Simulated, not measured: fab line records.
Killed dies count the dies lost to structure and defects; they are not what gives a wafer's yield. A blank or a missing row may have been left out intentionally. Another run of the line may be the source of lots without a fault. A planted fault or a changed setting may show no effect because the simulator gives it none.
Which of the tools did it? + flow sky130 + 33 wafers from 11 lots sampled at 6 of the route's 708 steps

## WHAT THE GAUGES SHOWED, per wafer
SKY_FIELD_ISO_THK_MEAS_25.
| lot  | measured    | on           | FIELD_ISO_CVD_24_THK (nm) |
|------|-------------|--------------|---------------------------|
| L935 | day 2 13:22 | filmMetro-02 | 588 593 599               |
| L937 | day 2 23:08 | filmMetro-02 | 596 590 586               |
| L939 | day 3 10:19 | filmMetro-01 | 596 597 598               |
| L941 | day 4 00:20 | filmMetro-01 | 594 595 590               |
| L942 | day 4 08:40 | filmMetro-02 | 593 594 599               |
| L943 | day 4 08:46 | filmMetro-01 | 604 595 589               |
| L944 | day 4 17:08 | filmMetro-03 | 596 597 598               |
| L946 | day 4 22:24 | filmMetro-01 | 606 592 591               |
| L948 | day 5 12:23 | filmMetro-03 | 608 607 605               |
| L955 | day 6 20:20 | filmMetro-02 | 607 599 605               |
| L957 | day 7 07:21 | filmMetro-03 | 586 596 592               |

SKY_PWDE_TW_MEAS_10.
| lot  | measured    | on           | PWDE_TW           |
|------|-------------|--------------|-------------------|
| L935 | day 4 05:38 | filmMetro-01 | 376.4 376.1 375.0 |
| L937 | day 4 16:05 | filmMetro-02 | 372.4 371.1 372.2 |
| L939 | day 4 23:28 | filmMetro-04 | 376.0 376.2 377.0 |
| L941 | day 5 23:49 | filmMetro-04 | 374.5 376.2 376.4 |
| L942 | day 6 10:28 | filmMetro-02 | 372.8 371.7 371.0 |
| L943 | day 6 10:51 | filmMetro-02 | 369.0 370.7 370.9 |
| L944 | day 6 19:34 | filmMetro-01 | 371.4 372.0 372.2 |
| L946 | day 6 20:34 | filmMetro-01 | 375.2 375.0 373.8 |
| L948 | day 7 13:10 | filmMetro-04 | 368.3 369.3 368.5 |
| L955 | day 8 20:22 | filmMetro-01 | 402.7 402.4 401.6 |
| L957 | day 9 05:20 | filmMetro-04 | 401.3 400.4 401.5 |

SKY_NWELL_OVL_MEAS_10.
| lot  | measured     | on         | NWELL_00_OVL (nm) |
|------|--------------|------------|-------------------|
| L935 | day 4 21:13  | overlay-01 | -2.9 -1.5 -3.8    |
| L937 | day 5 08:10  | overlay-01 | 1.0 0.6 0.8       |
| L939 | day 5 15:31  | overlay-02 | 2.6 0.8 1.2       |
| L941 | day 6 17:10  | overlay-02 | 0.6 -0.5 -0.2     |
| L942 | day 7 04:07  | overlay-01 | 0.7 1.5 3.0       |
| L943 | day 7 05:08  | overlay-01 | -1.6 -0.8 -0.2    |
| L944 | day 7 15:01  | overlay-01 | 1.8 -0.1 2.7      |
| L946 | day 7 16:19  | overlay-02 | 1.4 -0.4 1.8      |
| L948 | day 8 09:07  | overlay-01 | 0.6 -0.2 -1.2     |
| L955 | day 9 17:22  | overlay-01 | 0.6 -0.5 1.8      |
| L957 | day 10 02:52 | overlay-01 | 0.7 0.1 -0.9      |

SKY_NWELL_RS_MEAS_31: measurement is done with a four-point probe.
| lot  | measured     | on           | PWDE_RS (ohm/sq) |
|------|--------------|--------------|------------------|
| L935 | day 5 14:50  | filmMetro-01 | 5247 5249 5236   |
| L937 | day 6 02:29  | filmMetro-04 | 5262 5238 5258   |
| L939 | day 6 10:29  | filmMetro-01 | 5270 5292 5272   |
| L941 | day 7 12:33  | filmMetro-04 | 5266 5271 5271   |
| L942 | day 8 01:15  | filmMetro-01 | 5240 5266 5260   |
| L943 | day 8 02:46  | filmMetro-02 | 5281 5273 5266   |
| L944 | day 8 12:13  | filmMetro-02 | 5300 5278 5274   |
| L946 | day 8 13:26  | filmMetro-02 | 5241 5267 5289   |
| L948 | day 9 06:56  | filmMetro-02 | 5298 5289 5300   |
| L955 | day 10 16:27 | filmMetro-04 | 4468 4457 4456   |
| L957 | day 11 02:12 | filmMetro-04 | 4433 4439 4452   |

## WHICH TOOL RAN EACH LOT (tool, then ch and the chambers of the sampled wafers, then the start)
| lot  | SKY_FIELD_ISO_ETCH_17          | SKY_PWDE_IMPLANT_08            |
|------|--------------------------------|--------------------------------|
| L935 | rieSi-02 ch 1,2,3, day 2 10:19 | implanter-02 ch 0, day 4 05:25 |
| L937 | rieSi-01 ch 0,1, day 2 19:19   | implanter-01 ch 0, day 4 15:50 |
| L939 | rieSi-02 ch 1,2, day 3 08:40   | implanter-01 ch 0, day 4 23:13 |
| L941 | rieSi-02 ch 0,2, day 3 20:16   | implanter-01 ch 0, day 5 23:35 |
| L942 | rieSi-02 ch 0,2,3, day 4 01:19 | implanter-02 ch 0, day 6 10:13 |
| L943 | rieSi-01 ch 0,1, day 4 04:04   | implanter-03 ch 0, day 6 10:39 |
| L944 | rieSi-02 ch 0,3, day 4 08:52   | implanter-02 ch 0, day 6 19:20 |
| L946 | rieSi-02 ch 0,1,2, day 4 20:40 | implanter-02 ch 0, day 6 20:19 |
| L948 | rieSi-02 ch 2,3, day 5 05:25   | implanter-01 ch 0, day 7 12:56 |
| L955 | rieSi-01 ch 0,1,3, day 6 16:46 | implanter-01 ch 0, day 8 20:07 |
| L957 | rieSi-01 ch 1,2,3, day 7 05:40 | implanter-01 ch 0, day 9 05:05 |
- SKY_FIELD_ISO_ETCH_17: etches Si in HBr/Cl2/O2, target depth 342 nm, time 97.7 s.
- SKY_PWDE_IMPLANT_08

## WHAT THE TOOLS THEMSELVES READ (means of the sampled wafers that have a number; where no wafer has one, the mark that the record gives instead)
SKY_FIELD_ISO_ETCH_17.
| lot  | tool     | HBr_flow_sccm (sccm) | drypumpMotorCurrentA (A) | oesProductAu (a.u.) | throttleValvePct (%) |
|------|----------|----------------------|--------------------------|---------------------|----------------------|
| L935 | rieSi-02 | 150.3                | 5.4                      | 0.990               | 25.658               |
| L937 | rieSi-01 | 150.1                | 5.8                      | 0.985               | 25.672               |
| L939 | rieSi-02 | 150.3                | 5.5                      | 1.004               | 25.647               |
| L941 | rieSi-02 | 150.3                | 4.9                      | 1.005               | 25.651               |
| L942 | rieSi-02 | 150.1                | 5.1                      | 0.994               | 25.662               |
| L943 | rieSi-01 | 150.0                | 5.8                      | 0.999               | 25.663               |
| L944 | rieSi-02 | 150.5                | 4.9                      | 1.004               | 25.653               |
| L946 | rieSi-02 | 150.0                | 5.2                      | 0.997               | 25.647               |
| L948 | rieSi-02 | 149.9                | 5.3                      | 0.998               | 25.656               |
| L955 | rieSi-01 | 149.6                | 5.6                      | 0.987               | 25.669               |
| L957 | rieSi-01 | 150.2                | 5.3                      | 1.000               | 25.651               |

SKY_PWDE_IMPLANT_08.
| lot  | tool         | doseIonsCm2 | faradayCurrentUA |
|------|--------------|-------------|------------------|
| L935 | implanter-02 | 3.6e+12     | 20.3             |
| L937 | implanter-01 | 3.6e+12     | 20.3             |
| L939 | implanter-01 | 3.6e+12     | 20.7             |
| L941 | implanter-01 | 3.6e+12     | 20.2             |
| L942 | implanter-02 | 3.6e+12     | 20.3             |
| L943 | implanter-03 | 3.6e+12     | 20.7             |
| L944 | implanter-02 | 3.6e+12     | 20.4             |
| L946 | implanter-02 | 3.6e+12     | 20.3             |
| L948 | implanter-01 | 3.6e+12     | 20.4             |
| L955 | implanter-01 | 4.5e+12     | 25.4             |
| L957 | implanter-01 | 4.5e+12     | 25.3             |

## THE ANSWER, worked out from the rows above alone
Rule: what is usual is taken from the lots themselves. Put in order of their means at a reading, lots are off if they are a third of the lots or fewer, leave a main group of 4 or more, and stand apart from it by a gap of 3 or more times the standard deviation of the main group's means; of several such gaps the widest counts. A main group whose means are all the same, to the digits that the tables above print for the reading, isn't used. A lot without any number at a reading at which 4 lots or more have one is off too. Where the step has rows for the other lots, those lots are counted as sound. First the gauges in route order, then the tools' own readings, where a lot's mean is used as printed above. At the first step where some lot is off, the reading lying furthest off is the one used; lots without a number count as furthest.
Off: L955, L957, at SKY_PWDE_TW_MEAS_10 (PWDE_TW). Mean 373.0 and standard deviation 2.6 in the main group.
A tool fits if, at a process step before that reading, it ran every lot that is off, and no sound lot after the first of them. Not tried: the gauges at SKY_PWDE_TW_MEAS_10; whatever is off there is also off at SKY_PWDE_IMPLANT_08, on other tools, and gauge error can't account for it. This does not decide it: 2 tools fit, namely rieSi-01 at SKY_FIELD_ISO_ETCH_17 and implanter-01 at SKY_PWDE_IMPLANT_08.

## WHAT WAS PUT IN BY THE SIMULATOR
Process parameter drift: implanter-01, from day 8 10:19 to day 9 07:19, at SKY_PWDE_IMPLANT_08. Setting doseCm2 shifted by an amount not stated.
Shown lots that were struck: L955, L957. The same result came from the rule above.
